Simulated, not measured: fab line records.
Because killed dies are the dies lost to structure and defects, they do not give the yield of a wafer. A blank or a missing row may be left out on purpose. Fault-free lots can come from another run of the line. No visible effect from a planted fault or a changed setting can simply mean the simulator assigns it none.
Struck lot and sound lot, side by side	flow gf180mcu	14 steps out of a route of 602
Sound: these wafers, L738.1, L738.5, L738.6. Struck: wafer L745.6. (L745.1, L745.2 of the same lot were not struck and are left out.) The cause comes at the end.
For every step that has rows: the tool of each side, followed by ch and its chambers, followed by its first start. Under that, the readings that differ: sound wafers	struck wafers	difference of the means	sigmas: that difference in standard deviations of wafers without a fault.
alike: words and numbers the same on both sides, and readings whose means are apart by under 2 such deviations; not compared: readings that were withheld, readings missing a value for some wafer, numbers with overlapping values and no deviation given by the record, and bounds like >300 which may hide the same value.
The two part at a step that has a row with sigmas, a row that says differs or no value, or rows on one side only. Non-overlapping numbers with no deviation appear without sigmas and do not part them. A reading that every wafer of one side lacks parts them only if that side has two wafers or more.

first, 5 steps without rows for these wafers: GF_V2_COAT_09 (resist thk 1000 nm); GF_V2_SOFTBAKE_10 (time 60 s); GF_V2_EXPOSE_11 (exposes mask Via2, target cd 260 nm); GF_V2_PEB_12 (peb time 90 s); GF_V2_DEVELOP_13 (develop time 60 s).
GF_V2_CD_MEAS_14 targets a cd of 260 nm.
  struck on cd-sem-01, day 23 16:47; sound on cd-sem-02, day 21 02:59
  alike: cd-nm
GF_V2_OVL_MEAS_15:
  struck on overlay-01, day 23 16:54; sound on overlay-01, day 21 03:06
  alike: V2_OVL
GF_V2_ETCH_16: etches BARC in N2/H2.
  sound on rie-diel-03 ch 1,2, day 21 03:08; struck on rie-diel-03 ch 3, day 23 16:56
  alike: drypump-motor-current-A, oes-product-au, throttle-valve-pct
GF_V2_ETCH_17: etches SiO2 in C4F8/O2/Ar, stops on TiN, target depth 630 nm.
  sound on rie-diel-03 ch 1,2; struck on rie-diel-03 ch 3
reading	sound	struck	difference	sigmas
oes-product-au (a.u.)	0.854 0.852 0.857	0.866	+0.012	+3
GF_V2_STRIP_18: strips in O2/N2.
  sound on plasma-asher-01 ch 0,1, day 21 03:16; struck on plasma-asher-04 ch 0, day 23 17:04
  alike: drypump-motor-current-A, heater-power-w, oes-product-au
  not compared: rf-hours-counter-h
then, 2 steps without rows for these wafers: GF_V2_STRIP_19 (strips in post etch residue remover, time 1200 s); GF_V2_CLEAN_20 (cleans in DIW).
GF_V2_SPUTTER_21: material Ti, target thk 15 nm, time 80.02 s.
  struck on pvd-sputter-03, day 23 17:38; sound on pvd-sputter-02, day 21 03:49
reading	sound	struck	difference	sigmas
model.Ti_of_V2_SPUTTER_21.thk-nm (nm)	14.88 14.52 14.81	6.235	-8.502	
  alike: throttle-valve-pct
GF_V2_SPUTTER_22: material TiN, target thk 10 nm, time 40 s.
  struck on pvd-sputter-03, day 23 17:42; sound on pvd-sputter-02, day 21 03:52
  alike: throttle-valve-pct

WHERE THEY PART
GF_V2_ETCH_17 only, going by this record. Later steps at which nothing parts them and some readings are alike: GF_V2_STRIP_18, GF_V2_SPUTTER_21, GF_V2_SPUTTER_22.

WHY: whatever the simulator had introduced
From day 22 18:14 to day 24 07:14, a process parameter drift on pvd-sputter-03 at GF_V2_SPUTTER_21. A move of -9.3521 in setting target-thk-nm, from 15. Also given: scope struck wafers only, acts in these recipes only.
